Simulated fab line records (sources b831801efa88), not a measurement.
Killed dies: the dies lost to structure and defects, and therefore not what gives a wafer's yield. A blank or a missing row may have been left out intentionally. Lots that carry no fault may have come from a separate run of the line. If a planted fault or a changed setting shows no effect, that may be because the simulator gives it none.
Tool commonality check -- flow gf180mcu -- Lots sampled 13, wafers sampled 39

== WHAT PROMPTED THE OPENING ==
3 of 13 lots carry a flag on the reading LVPWELL_TW at GF_LVPWELL_TW_MEAS_11. Wafers without a fault read 560, standard deviation 5.3.
Rule: a lot gets a flag if all its wafers with a number sit over 4 standard deviations from that mean, or if no wafer of it has a number. The rest of the lots are taken to be sound.

lot,measured,on,"LVPWELL_TW, wafer by wafer",flag
L211,day 4 03:21,film metro-03,564 562 563,
L212,day 4 08:19,film metro-01,565 565 563,
L213,day 4 15:49,film metro-04,556 556 552,
L216,day 5 08:45,film metro-04,30 30 30,FLAGGED
L217,day 5 15:05,film metro-04,30 30 30,FLAGGED
L218,day 5 21:08,film metro-03,30 30 30,FLAGGED
L227,day 7 22:25,film metro-01,567 566 566,
L228,day 8 02:37,film metro-01,567 568 567,
L229,day 8 07:41,film metro-01,560 562 563,
L230,day 8 16:59,film metro-01,565 566 565,
L231,day 8 20:16,film metro-01,561 567 566,
L232,day 8 23:52,film metro-03,558 560 562,
L233,day 9 07:13,film metro-01,565 562 562,
The numbers of the flagged lots are 30 on average: -530 against the usual, or -99 or more standard deviations.

== WHICH TOOL EACH LOT WENT THROUGH ==
2 process steps preceding the reading are held in the record, out of 602 steps in the route. Each cell gives the tool, then ch followed by the chambers the sampled wafers passed through, then the start.
lot,flag,GF_STI_CMP_25,GF_LVPWELL_DEVELOP_06
L211,,"cmp-02 ch 2,3, day 2 10:10","litho track-04 ch 0, day 4 02:00"
L212,,"cmp-02 ch 1,2,3, day 2 13:53","litho track-01 ch 0, day 4 07:00"
L213,,"cmp-02 ch 1,2,3, day 2 19:59","litho track-03 ch 0, day 4 15:00"
L216,FLAGGED,"cmp-02 ch 0,1, day 3 12:18","litho track-04 ch 0, day 5 08:00"
L217,FLAGGED,"cmp-01 ch 0,1,3, day 3 18:04","litho track-04 ch 0, day 5 14:00"
L218,FLAGGED,"cmp-01 ch 1,3, day 3 23:13","litho track-04 ch 0, day 5 20:00"
L227,,"cmp-02 ch 0,2,3, day 5 21:04","litho track-03 ch 0, day 7 21:00"
L228,,"cmp-01 ch 0,1,3, day 5 23:41","litho track-01 ch 0, day 8 02:00"
L229,,"cmp-02 ch 0,1,2, day 6 05:51","litho track-04 ch 0, day 8 07:00"
L230,,"cmp-02 ch 0,2,3, day 6 12:53","litho track-04 ch 0, day 8 16:00"
L231,,"cmp-01 ch 0,2,3, day 6 16:39","litho track-01 ch 0, day 8 19:00"
L232,,"cmp-01 ch 0,1,2, day 6 20:44","litho track-01 ch 0, day 8 23:00"
L233,,"cmp-02 ch 0,1,3, day 7 02:26","litho track-01 ch 0, day 9 06:00"
What the steps here do:
- GF_STI_CMP_25: polishes, stops on Si3N4, t overpolish 33 s, target thk 524.6 nm.
- GF_LVPWELL_DEVELOP_06: develop time 60 s.
- GF_LVPWELL_TW_MEAS_11

== FLAGGED AGAINST TOTAL, ONE TOOL AT A TIME (gauges that did the reading follow at the end) ==
step,tool,lots run,flagged,share of the flagged lots,sound lots run after its first flagged lot
GF_STI_CMP_25,cmp-01,5,2,some,"3 (L228,L231,L232)"
GF_STI_CMP_25,cmp-02,8,1,some,"4 (L227,L229,L230,L233)"
GF_LVPWELL_DEVELOP_06,litho track-01,5,0,none,-
GF_LVPWELL_DEVELOP_06,litho track-03,2,0,none,-
GF_LVPWELL_DEVELOP_06,litho track-04,6,3,all,"2 (L229,L230)"
GF_LVPWELL_TW_MEAS_11,film metro-01,7,0,none,-
GF_LVPWELL_TW_MEAS_11,film metro-03,3,1,some,1 (L232)
GF_LVPWELL_TW_MEAS_11,film metro-04,3,2,some,0

== THE TABLE: WHAT IT ALLOWS ==
1 row of the table ran every flagged lot: litho track-04 at GF_LVPWELL_DEVELOP_06.
- litho track-04 at GF_LVPWELL_DEVELOP_06: 3 of its 6 lots flagged. Sound lots ran on it after the first flagged one (L229, L230), which a lasting fault on the whole tool wouldn't allow.
None of the table's rows ran every flagged lot and, after the first, no sound lot.

== WHAT HAD BEEN PUT IN BY THE SIMULATOR ==
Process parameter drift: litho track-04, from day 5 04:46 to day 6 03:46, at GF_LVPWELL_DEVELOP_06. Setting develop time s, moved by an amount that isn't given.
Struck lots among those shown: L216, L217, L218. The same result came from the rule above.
